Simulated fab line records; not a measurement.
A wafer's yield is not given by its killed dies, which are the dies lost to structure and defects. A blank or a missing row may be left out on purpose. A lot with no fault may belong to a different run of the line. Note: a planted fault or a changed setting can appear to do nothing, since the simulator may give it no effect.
fab line records	flow sky130
record: lots: 10	wafers: 30	lastDay: 50
route steps=708 shown METAL1@453 VIA1@472 METAL2@483 PAD_OPEN@708
lots that met no fault: from a run of the same line without faults
startH: start of the lot's first displayed wafer, in hours after the record's first day	waitH: hours from the lot's prior step to this one	" repeats the value in the row above	L1.1+2: a single row standing in for several wafers	- either no value or no given start	* or withheld: withheld	< > ~ a bound
route shown NAME@n: NAME is a module with steps in the file, n the number in the route of the first one	usual: average and standard deviation across the fault-free wafers	same: alike in all rows	chamber/n: place in a boat	sites: readings site by site	_std_site: the standard deviation of these	_edge_site: the outer-site mean with the inner-site mean subtracted	radiusMm: for every site, how far away it sits from the centre of the wafer	mask NAME#n: copy n	behind: tool/chamber where the wafer was last shaped	hold: the reason the lot was held/the length of the hold in hours/how it ended	device: which transistor (n, p or np) failed to switch	end of line: the route-end tests of the same wafers	a step with no rows: only its recipe	killed: at the first sort, the dies lost to defects and structure; wafer yield is something else	map: per-die view of a wafer (x killed, . not killed, _ where there is no die)
set.NAME: the setting that was run; set.NAME@STEP: the one run at that earlier step	model.NAME: the simulator's own value behind a step, which no gauge read
the route's steps for a sample of lots (tables are steps, rows are wafers)
services: from which hour (startH, from the record's first day; less than 0 if before it) a tool's chamber was out of use, for how many hours, and why
== steps ==
step: SKY_METAL1_METAL_ETCH_19
recipe: targetDepthA: 3600	stopOn: SiO2	overEtchFrac: 0.3	timeS: 78	chemistry: Cl2/BCl3	resistSidewallDeg: 88	pressureMtorr: 10	icpW: 900	biasW: 48.5	Cl2_flow_sccm: 60	bcl3FlowSccm: 30
usual: biasW: 48.49/0.14	drypumpMotorCurrentA: 5.7/0.53	mfcCl2Sccm: 59.99/0.18	oesProductAu: 0.855/0.006	rfFwdPowerW: 893/3.1	throttleValvePct: 22.263/0.0081
lot.wafer	tool	chamber	startH	waitH	biasW	drypumpMotorCurrentA	mfcCl2Sccm	oesProductAu	rfFwdPowerW	rfHoursCounterH	throttleValvePct
L213.1	rieMetal-02	1	769.47	0.0	48.56	5.7	59.73	0.851	891	2	22.257
L213.2	"	0	"	"	48.11	4.8	59.90	0.846	894	11	22.262
L213.3	"	1	"	"	48.36	5.6	60.05	0.850	891	-	22.269
L215.2	rieMetal-01	1	790.37	0.0	48.39	5.2	59.87	0.862	892	14	22.266
L215.4	"	1	"	"	48.58	5.2	59.52	0.861	890	-	22.254
L215.6	"	0	"	"	48.48	6.4	60.13	0.853	900	-	22.268
L216.2	rieMetal-04	0	799.62	0.0	48.52	6.1	60.19	0.857	888	7	22.260
L216.5	"	0	"	"	48.68	6.0	60.26	0.862	889	-	22.257
L216.6	"	1	"	"	48.32	6.0	60.15	0.852	897	-	22.253
L218.1	rieMetal-01	0	820.17	0.0	48.60	6.4	59.89	0.859	893	5	22.248
L218.4	"	0	"	"	48.54	6.4	60.15	0.863	895	-	22.269
L218.5	"	1	"	"	48.38	5.2	59.93	0.856	893	-	22.268
L222.1	rieMetal-02	0	851.53	0.0	48.40	4.8	59.84	0.859	897	14	22.273
L222.3	"	1	"	"	48.27	5.7	60.08	0.849	891	-	22.263
L222.5	"	0	"	"	48.62	4.8	60.26	0.859	895	-	22.272
L229.2	rieMetal-01	0	900.67	0.0	48.26	6.4	60.30	0.860	892	9	22.265
L229.3	"	0	"	"	48.35	6.4	59.89	0.852	894	-	22.269
L229.6	"	0	"	"	48.45	6.4	60.34	0.853	893	-	22.268
L228.3	rieMetal-04	1	901.87	0.1	48.61	6.0	60.08	0.864	896	-	22.253
L228.5	"	0	"	"	48.39	6.1	60.14	0.858	893	-	22.270
L228.6	"	1	"	"	48.55	6.0	60.00	0.858	894	-	22.258
L226.1	rieMetal-01	0	904.84	0.0	48.41	6.4	59.72	0.862	894	9	22.252
L226.4	"	0	"	"	48.34	6.4	59.84	0.856	893	-	22.263
L226.5	"	1	"	"	48.52	5.2	59.81	0.858	893	-	22.254
L232.3	rieMetal-02	0	916.25	0.1	48.64	4.8	59.85	0.868	901	-	22.280
L232.5	"	0	"	"	48.43	4.8	59.70	0.865	897	-	22.266
L232.6	"	1	"	"	48.43	5.6	60.22	0.861	887	-	22.279
L233.3	rieMetal-01	0	920.76	0.1	48.56	6.4	59.89	0.852	893	-	22.264
L233.4	"	1	"	"	48.45	5.2	60.11	0.857	891	-	22.259
L233.6	"	1	"	"	48.39	5.2	60.32	0.859	897	-	22.261
step: SKY_VIA1_ETCH_14
recipe: chemistry: N2/H2	target: BARC	ionEnergyEv: 200	sourceW: 500	biasW: 100	pressureMtorr: 30	n2FlowSccm: 100	h2FlowSccm: 200	stopOn: SiO2	timeS: 45.9	targetDepthA: 600
usual: biasW: 99.99/0.29	drypumpMotorCurrentA: 5.7/0.39	oesProductAu: 0.854/0.0048	rfFwdPowerW: 494.7/2.2	throttleValvePct: 13.225/0.0089
lot.wafer	tool	chamber	startH	waitH	biasW	drypumpMotorCurrentA	oesProductAu	rfFwdPowerW	rfHoursCounterH	throttleValvePct
L213.1	rieDiel-03	1	797.60	0.0	100.28	5.4	0.860	497.2	8	13.223
L213.2	"	2	"	"	100.17	5.1	0.849	497.8	22	13.224
L213.3	"	0	"	"	99.70	5.9	0.857	493.8	27	13.227
L215.2	rieDiel-01	3	818.05	0.0	100.61	5.3	0.853	496.3	10	13.209
L215.4	"	0	"	"	99.45	5.5	0.847	495.6	9	13.224
L215.6	"	1	"	"	100.29	5.8	0.847	493.6	-	13.220
L216.2	rieDiel-03	3	827.05	0.0	100.00	5.4	0.843	492.6	12	13.219
L216.5	"	1	"	"	99.80	5.4	0.849	497.9	-	13.208
L216.6	"	2	"	"	99.70	5.1	0.852	494.6	-	13.228
L218.1	rieDiel-01	2	847.90	0.0	99.76	6.3	0.857	497.1	18	13.232
L218.4	"	0	"	"	99.88	5.5	0.852	497.4	9	13.226
L218.5	"	2	"	"	99.81	6.3	0.859	498.3	-	13.224
L222.1	rieDiel-01	0	878.80	0.0	100.17	5.5	0.854	496.3	10	13.222
L222.3	"	2	"	"	99.76	6.3	0.857	494.2	19	13.222
L222.5	"	0	"	"	99.98	5.5	0.855	497.8	-	13.229
L229.2	rieDiel-03	2	927.28	0.0	100.09	5.1	0.860	493.6	25	13.240
L229.3	"	3	"	"	100.28	5.4	0.852	495.2	16	13.211
L229.6	"	1	"	"	100.04	5.4	0.852	495.4	-	13.230
L228.3	rieDiel-01	2	927.93	0.0	99.76	6.3	0.851	577.4	21	13.221
L228.5	"	0	"	"	99.80	5.5	0.855	575.7	-	13.228
L228.6	"	1	"	"	99.85	5.8	0.858	574.5	-	13.237
L226.1	rieDiel-01	3	930.48	0.0	99.82	5.3	0.855	575.7	13	13.221
L226.4	"	1	"	"	100.12	5.8	0.851	569.5	13	13.229
L226.5	"	0	"	"	100.15	5.5	0.852	576.3	-	13.217
L232.3	rieDiel-03	2	942.05	0.0	99.59	5.1	0.850	491.4	26	13.229
L232.5	"	1	"	"	99.96	5.4	0.855	493.8	-	13.232
L232.6	"	2	"	"	99.92	5.1	0.851	490.8	-	13.217
L233.3	rieDiel-03	2	946.45	0.0	99.84	5.1	0.849	492.3	26	13.226
L233.4	"	0	"	"	100.26	6.0	0.857	496.3	3	13.223
L233.6	"	3	"	"	100.09	5.4	0.864	496.9	-	13.217
step: SKY_VIA1_STRIP_16
recipe: chemistry: O2/N2	powerW: 1400	pressureMtorr: 1500	platenTempC: withheld	o2FlowSccm: 3000	n2FlowSccm: 300	overashFraction: 0.5
usual: drypumpMotorCurrentA: 5.9/0.35	oesProductAu: 0.415/0.0041	stripTimeToEndpointS: 4.453/0.021
lot.wafer	tool	chamber	startH	waitH	drypumpMotorCurrentA	oesProductAu	rfHoursCounterH	stripTimeToEndpointS
L213.1	plasmaAsher-01	1	797.69	0.0	6.2	0.416	67	4.458
L213.2	"	0	"	"	5.4	0.414	67	4.449
L213.3	"	0	"	"	5.4	0.414	-	4.489
L215.2	plasmaAsher-03	1	818.14	0.0	5.9	0.413	36	4.473
L215.4	"	0	"	"	6.3	0.415	-	4.472
L215.6	"	0	"	"	6.3	0.412	-	4.479
L216.2	plasmaAsher-03	0	827.14	0.0	6.3	0.419	37	4.449
L216.5	"	0	"	"	6.3	0.416	-	4.470
L216.6	"	1	"	"	5.9	0.418	-	4.443
L218.1	plasmaAsher-01	0	847.99	0.0	5.4	0.411	72	4.446
L218.4	"	1	"	"	6.2	0.416	-	4.454
L218.5	"	1	"	"	6.2	0.417	-	4.451
L222.1	plasmaAsher-04	0	878.89	0.0	6.2	0.412	14	4.464
L222.3	"	0	"	"	6.2	0.409	-	4.459
L222.5	"	1	"	"	5.6	0.415	-	4.448
L229.2	plasmaAsher-01	0	927.37	0.0	5.4	0.414	80	4.451
L229.3	"	1	"	"	6.2	0.409	-	4.446
L229.6	"	1	"	"	6.2	0.406	-	4.451
L228.3	plasmaAsher-04	0	928.05	0.1	6.2	0.415	-	4.409
L228.5	"	1	"	"	5.6	0.415	-	4.404
L228.6	"	0	"	"	6.2	0.415	-	4.409
L226.1	plasmaAsher-01	0	930.57	0.0	5.4	0.408	81	4.416
L226.4	"	0	"	"	5.4	0.409	-	4.374
L226.5	"	0	"	"	5.4	0.414	-	4.370
L232.3	plasmaAsher-03	0	942.17	0.1	6.3	0.419	-	4.436
L232.5	"	0	"	"	6.3	0.414	-	4.441
L232.6	"	1	"	"	5.9	0.417	-	4.428
L233.3	plasmaAsher-01	1	946.57	0.1	6.2	0.412	-	4.449
L233.4	"	0	"	"	5.4	0.413	-	4.498
L233.6	"	0	"	"	5.4	0.415	-	4.459
step: SKY_METAL2_SPUTTER_00
recipe: material: Ti	targetThkNm: 15	powerW: 3000	timeS: 10	chamberPressurePa: 0.4
usual: chamberPressurePa: 0.3999/0.00077	throttleValvePct: 30.6/1
lot.wafer	tool	chamber	startH	waitH	chamberPressurePa	throttleValvePct
L213.1	pvdSputter-02	-	798.94	0.1	0.4002	30.3
L213.2	"	-	"	"	0.3992	31.2
L213.3	"	-	"	"	0.3997	29.7
L215.2	pvdSputter-01	-	819.38	0.2	0.4006	30.2
L215.4	"	-	"	"	0.4000	32.0
L215.6	"	-	"	"	0.3999	30.3
L216.2	pvdSputter-03	-	828.36	0.2	0.4003	30.1
L216.5	"	-	"	"	0.4009	30.0
L216.6	"	-	"	"	0.3995	31.9
L218.1	pvdSputter-03	-	849.26	0.1	0.4000	31.8
L218.4	"	-	"	"	0.3997	30.2
L218.5	"	-	"	"	0.3994	29.7
L222.1	pvdSputter-01	-	880.15	0.1	0.3988	31.6
L222.3	"	-	"	"	0.4000	30.3
L222.5	"	-	"	"	0.4005	29.1
L229.2	pvdSputter-01	-	928.59	0.2	0.3999	31.6
L229.3	"	-	"	"	0.4009	30.0
L229.6	"	-	"	"	0.3991	30.3
L228.3	pvdSputter-02	-	929.24	0.1	0.3999	31.1
L228.5	"	-	"	"	0.4003	30.5
L228.6	"	-	"	"	0.4013	29.7
L226.1	pvdSputter-01	-	931.79	0.2	0.3999	30.2
L226.4	"	-	"	"	0.4001	31.5
L226.5	"	-	"	"	0.3999	31.5
L232.3	pvdSputter-01	-	943.85	0.1	0.4008	29.2
L232.5	"	-	"	"	0.3990	31.4
L232.6	"	-	"	"	0.4008	32.2
L233.3	pvdSputter-02	-	947.88	0.2	0.4004	29.8
L233.4	"	-	"	"	0.3993	30.3
L233.6	"	-	"	"	0.3997	30.2
step: SKY_METAL2_SPUTTER_01
recipe: material: TiN	targetThkNm: 20	powerW: 6755	timeS: 16.7	chamberPressurePa: 0.4
usual: chamberPressurePa: 0.4000/0.00074	throttleValvePct: 30.6/1
lot.wafer	tool	chamber	startH	waitH	chamberPressurePa	throttleValvePct
L213.1	pvdSputter-02	-	798.96	0.0	0.4001	30.3
L213.2	"	-	"	"	0.4012	31.2
L213.3	"	-	"	"	0.3991	30.0
L215.2	pvdSputter-01	-	819.40	0.0	0.3989	30.3
L215.4	"	-	"	"	0.4002	31.8
L215.6	"	-	"	"	0.3999	29.7
L216.2	pvdSputter-03	-	828.38	0.0	0.3986	29.8
L216.5	"	-	"	"	0.4003	29.8
L216.6	"	-	"	"	0.3991	32.1
L218.1	pvdSputter-03	-	849.28	0.0	0.3992	32.0
L218.4	"	-	"	"	0.3987	30.3
L218.5	"	-	"	"	0.3996	29.9
L222.1	pvdSputter-01	-	880.17	0.0	0.4012	31.3
L222.3	"	-	"	"	0.4021	30.3
L222.5	"	-	"	"	0.4004	29.0
L229.2	pvdSputter-01	-	928.62	0.0	0.4000	31.6
L229.3	"	-	"	"	0.4005	30.0
L229.6	"	-	"	"	0.3995	30.0
L228.3	pvdSputter-02	-	929.27	0.0	0.4014	30.9
L228.5	"	-	"	"	0.4006	30.5
L228.6	"	-	"	"	0.3999	29.8
L226.1	pvdSputter-01	-	931.82	0.0	0.3991	30.0
L226.4	"	-	"	"	0.4006	31.4
L226.5	"	-	"	"	0.3994	31.3
L232.3	pvdSputter-01	-	943.88	0.0	0.4005	29.0
L232.5	"	-	"	"	0.4010	31.5
L232.6	"	-	"	"	0.3995	32.0
L233.3	pvdSputter-02	-	947.91	0.0	0.3994	29.7
L233.4	"	-	"	"	0.3989	30.7
L233.6	"	-	"	"	0.4013	30.1
step: SKY_PAD_OPEN_PROBE_99
usual: defectLimitedYield: 82.5/2.1	killed_at_M0_to_M3: 43/7.7	killed_at_M4_up: 3.4/1.9	killedAtContacts: 25/5.6	killedAtFrontEnd: 14/4.3	killedAtOther: 0.2/0.5	killedDies: 86/10	killedOnRim: 17/4.1	killedOpen: 47/7.2	killedShort: 39/6.7	sort_bin_3_pad_short: 0.9/0.46	sort_bin_5_function: 10.4/1.5	sort_bin_6_memory: 6.2/1.2	sortNPass: 406/10	sortYieldPct: 82.5/2.1
same: grossDies: 492	killedAtBackSide: 0	sort_bin_4_leakage[%]: 0	sort_bin_8_speed[%]: 0
lot.wafer	tool	chamber	startH	waitH	defectLimitedYield[%]	killed_at_M0_to_M3	killed_at_M4_up	killedAtContacts	killedAtFrontEnd	killedAtOther	killedDies	killedOnRim	killedOpen	killedShort	sort_bin_3_pad_short[%]	sort_bin_5_function[%]	sort_bin_6_memory[%]	sortNPass	sortYieldPct[%]
L215.2	prober-01	-	1098.19	0.1	82.1	39	2	32	15	0	88	13	48	40	0.6	11.6	5.7	404	82.1
L215.4	prober-01	-	1098.29	0.2	80.7	40	5	35	15	0	95	16	44	51	0.6	11.6	7.1	397	80.7
L215.6	prober-01	-	1098.39	0.2	77.8	51	6	39	13	0	109	20	49	60	1.2	13.6	7.3	383	77.8
L216.2	prober-02	-	1105.40	0.1	81.9	47	3	29	10	0	89	14	49	40	0.8	10.6	6.7	403	81.9
L216.5	prober-02	-	1105.55	0.2	85.2	34	2	22	15	0	73	13	36	37	0.4	9.1	5.3	419	85.2
L216.6	prober-02	-	1105.60	0.2	79.9	49	6	32	12	0	99	24	63	36	0.8	12.6	6.7	393	79.9
L218.1	prober-02	-	1120.33	0.1	80.1	53	2	31	12	0	98	18	57	41	1.2	11.4	7.3	394	80.1
L218.4	prober-02	-	1120.48	0.2	83.5	41	1	25	13	1	81	16	40	41	1.2	9.8	5.5	411	83.5
L218.5	prober-02	-	1120.53	0.2	82.9	47	1	24	12	0	84	18	48	36	1.0	9.3	6.7	408	82.9
L222.1	prober-02	-	1143.14	0.1	85.0	41	1	17	15	0	74	10	40	34	0.6	9.8	4.7	418	85.0
L222.3	prober-02	-	1143.24	0.2	81.3	40	4	32	16	0	92	17	51	41	1.0	12.0	5.7	400	81.3
L222.5	prober-02	-	1143.34	0.2	85.6	37	2	24	8	0	71	10	37	34	0.8	8.7	4.9	421	85.6
L226.4	prober-02	-	1178.44	0.2	81.7	39	5	28	18	0	90	21	44	46	0.8	10.8	6.7	402	81.7
L228.3	prober-01	-	1179.60	0.2	83.5	38	4	25	13	1	81	12	45	36	0.6	10.2	5.7	411	83.5
L232.3	prober-02	-	1189.45	0.2	82.9	42	4	24	14	0	84	15	39	45	1.4	8.7	6.9	408	82.9
L232.5	prober-02	-	1189.55	0.2	83.7	42	5	26	7	0	80	19	46	34	1.0	9.8	5.5	412	83.7
L232.6	prober-02	-	1189.60	0.2	82.1	46	3	20	19	0	88	15	57	31	0.4	11.2	6.3	404	82.1
L233.3	prober-01	-	1191.67	0.2	80.7	48	3	26	18	0	95	22	50	45	1.4	9.6	8.3	397	80.7
L233.4	prober-01	-	1191.72	0.2	82.5	43	5	31	7	0	86	10	50	36	0.2	9.8	7.5	406	82.5
L233.6	prober-01	-	1191.82	0.2	82.3	36	5	31	14	1	87	21	52	35	0.4	9.3	7.9	405	82.3
killed by level:class
L215.2 LI_CONTACT:geometricParticle:open=8 CONTACT:geometricParticle:open=8 VIA1:geometricParticle:open=8 VIA2:geometricParticle:open=7 LI_CONTACT:geometricParticle:short=6 VIA1:geometricParticle:short=5 CONTACT:geometricParticle:short=5 VIA3:geometricParticle:open=5
L215.4 LOCAL_INTERCONNECT:geometricParticle:short=9 CONTACT:geometricParticle:open=9 VIA1:geometricParticle:open=8 VIA3:geometricParticle:open=7 CONTACT:geometricParticle:short=7 FIELD_ISO:geometricParticle:open=6 LI_CONTACT:geometricParticle:open=6 METAL1:geometricParticle:short=6
L215.6 CONTACT:geometricParticle:open=14 VIA1:geometricParticle:short=10 FIELD_ISO:geometricParticle:short=9 LI_CONTACT:geometricParticle:open=9 VIA1:geometricParticle:open=8 METAL1:geometricParticle:short=7 METAL2:geometricParticle:short=7 VIA2:geometricParticle:open=6
L216.2 CONTACT:geometricParticle:open=13 VIA3:geometricParticle:open=10 LI_CONTACT:geometricParticle:open=6 VIA2:geometricParticle:short=6 VIA1:geometricParticle:open=5 VIA3:geometricParticle:short=5 VIA1:geometricParticle:short=5 FIELD_ISO:geometricParticle:short=4
L216.5 CONTACT:geometricParticle:open=9 VIA3:geometricParticle:open=9 METAL1:geometricParticle:short=8 CONTACT:geometricParticle:short=6 LOCAL_INTERCONNECT:geometricParticle:short=5 POLY_GATE:geometricParticle:open=4 POLY_GATE:geometricParticle:short=4 FIELD_ISO:geometricParticle:open=3
L216.6 VIA1:geometricParticle:open=22 CONTACT:geometricParticle:open=12 CONTACT:geometricParticle:short=8 LI_CONTACT:geometricParticle:open=6 FIELD_ISO:geometricParticle:open=5 LI_CONTACT:geometricParticle:short=4 VIA2:geometricParticle:short=4 VIA2:geometricParticle:open=4
L218.1 VIA1:geometricParticle:open=16 CONTACT:geometricParticle:open=15 LI_CONTACT:geometricParticle:open=7 METAL1:geometricParticle:short=7 VIA2:geometricParticle:open=6 VIA3:geometricParticle:short=6 CONTACT:geometricParticle:short=5 VIA1:geometricParticle:short=5
L218.4 CONTACT:geometricParticle:open=11 VIA2:geometricParticle:open=10 VIA1:geometricParticle:open=9 FIELD_ISO:geometricParticle:short=6 METAL2:geometricParticle:short=6 LOCAL_INTERCONNECT:geometricParticle:short=5 CONTACT:geometricParticle:short=5 VIA3:geometricParticle:short=5
L218.5 VIA1:geometricParticle:open=10 CONTACT:geometricParticle:open=8 VIA2:geometricParticle:short=6 LI_CONTACT:geometricParticle:open=6 VIA2:geometricParticle:open=6 POLY_GATE:geometricParticle:short=4 VIA3:geometricParticle:open=4 METAL1:geometricParticle:open=4
L222.1 VIA1:geometricParticle:open=13 VIA3:geometricParticle:open=5 FIELD_ISO:geometricParticle:open=5 LI_CONTACT:geometricParticle:open=5 LI_CONTACT:geometricParticle:short=5 LOCAL_INTERCONNECT:geometricParticle:short=4 VIA1:geometricParticle:short=4 METAL2:geometricParticle:open=4
L222.3 LI_CONTACT:geometricParticle:open=10 CONTACT:geometricParticle:open=10 VIA1:geometricParticle:open=9 FIELD_ISO:geometricParticle:short=6 VIA1:geometricParticle:short=5 METAL2:geometricParticle:short=5 VIA2:geometricParticle:open=5 LOCAL_INTERCONNECT:geometricParticle:short=4
L222.5 CONTACT:geometricParticle:open=10 VIA2:geometricParticle:open=9 VIA1:geometricParticle:short=6 LI_CONTACT:geometricParticle:open=5 METAL2:geometricParticle:short=5 LI_CONTACT:geometricParticle:short=4 VIA1:geometricParticle:open=4 VIA2:geometricParticle:short=4
L226.4 CONTACT:geometricParticle:open=10 LI_CONTACT:geometricParticle:open=9 FIELD_ISO:geometricParticle:short=7 METAL1:geometricParticle:short=7 VIA2:geometricParticle:open=7 VIA1:geometricParticle:open=6 VIA1:geometricParticle:short=5 METAL2:geometricParticle:short=5
L228.3 CONTACT:geometricParticle:open=11 METAL2:geometricParticle:short=10 VIA1:geometricParticle:open=9 FIELD_ISO:geometricParticle:open=6 VIA2:geometricParticle:open=5 CONTACT:geometricParticle:short=4 VIA3:geometricParticle:open=4 FIELD_ISO:geometricParticle:short=3
L232.3 CONTACT:geometricParticle:open=9 VIA3:geometricParticle:open=7 VIA1:geometricParticle:open=6 METAL2:geometricParticle:short=6 VIA2:geometricParticle:short=6 CONTACT:geometricParticle:short=5 FIELD_ISO:geometricParticle:short=4 LI_CONTACT:geometricParticle:open=4
L232.5 VIA2:geometricParticle:open=12 CONTACT:geometricParticle:open=9 VIA3:geometricParticle:open=8 LOCAL_INTERCONNECT:geometricParticle:short=7 CONTACT:geometricParticle:short=6 METAL2:geometricParticle:short=5 VIA1:geometricParticle:open=5 METAL1:geometricParticle:short=4
L232.6 VIA2:geometricParticle:open=13 VIA1:geometricParticle:open=10 VIA3:geometricParticle:open=9 CONTACT:geometricParticle:open=6 FIELD_ISO:geometricParticle:open=5 POLY_GATE:geometricParticle:short=4 POLY_GATE:geometricParticle:open=4 LI_CONTACT:geometricParticle:open=4
L233.3 VIA1:geometricParticle:open=12 CONTACT:geometricParticle:open=9 VIA2:geometricParticle:open=7 POLY_GATE:geometricParticle:short=6 LI_CONTACT:geometricParticle:open=6 POLY_GATE:geometricParticle:open=5 CONTACT:geometricParticle:short=5 METAL1:geometricParticle:short=5
L233.4 LI_CONTACT:geometricParticle:open=12 CONTACT:geometricParticle:open=9 VIA3:geometricParticle:open=8 VIA2:geometricParticle:open=7 VIA1:geometricParticle:short=7 VIA1:geometricParticle:open=5 LI_CONTACT:geometricParticle:short=4 METAL2:geometricParticle:short=4
L233.6 LI_CONTACT:geometricParticle:open=11 CONTACT:geometricParticle:open=10 VIA2:geometricParticle:open=7 METAL1:geometricParticle:short=7 CONTACT:geometricParticle:short=6 POLY_GATE:geometricParticle:open=5 METAL4:geometricParticle:short=5 VIA3:geometricParticle:open=5
== services ==
tool	chamber	startH	hours	kind
rieMetal-04	-	751.83	0.1	repair
pvdSputter-02	-	764.27	1.9	repair
rieDiel-03	2	766.97	14.4	repair
pvdSputter-01	-	775.56	2.4	repair
rieMetal-04	-	777.34	4.3	pm
pvdSputter-03	-	796.38	8.3	repair
rieDiel-01	1	805.35	5.7	repair
plasmaAsher-01	-	811.63	5.2	repair
plasmaAsher-01	-	813.31	1.7	repair
plasmaAsher-03	-	837.45	14.6	pm
rieMetal-04	-	839.92	2.8	pm
rieMetal-02	-	847.10	1.4	pm
rieDiel-03	0	855.26	-	clean
rieDiel-03	0	855.26	21.7	scheduledDown
rieDiel-03	0	855.26	21.7	ventCycle
plasmaAsher-04	-	855.27	1.1	repair
pvdSputter-01	3	862.51	-	consumableReplace:kit
pvdSputter-01	3	862.51	18.0	scheduledDown
pvdSputter-01	3	862.51	18.0	ventCycle
rieDiel-03	2	871.72	34.7	repair
rieMetal-01	-	893.41	1.4	pm
pvdSputter-02	-	893.60	1.5	repair
rieMetal-01	1	934.03	-	clean
rieMetal-04	-	940.30	0.7	repair
== key ==
firstSign: step: SKY_VIA1_ETCH_14	reading: rfFwdPowerW	direction: up	sigmas: 37	usual: 494.7	struck: 574.8
effect: step: SKY_VIA1_STRIP_16	reading: stripTimeToEndpointS	direction: down	sigmas: 2.6	usual: *	struck: *
metAt SKY_VIA1_ETCH_14
struckLots L226,L228
notActingAt SKY_METAL1_METAL_ETCH_19,SKY_METAL2_SPUTTER_00,SKY_METAL2_SPUTTER_01
onsetBetween 878.80 927.93
fault: kind: processParameterDrift	tool: rieDiel-01	chamber: -	onsetH: 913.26	steps: SKY_VIA1_ETCH_14	channel: sourceW	offset: 80	shape: step	endH: 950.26	actsIn: theseRecipesOnly	stated: 500
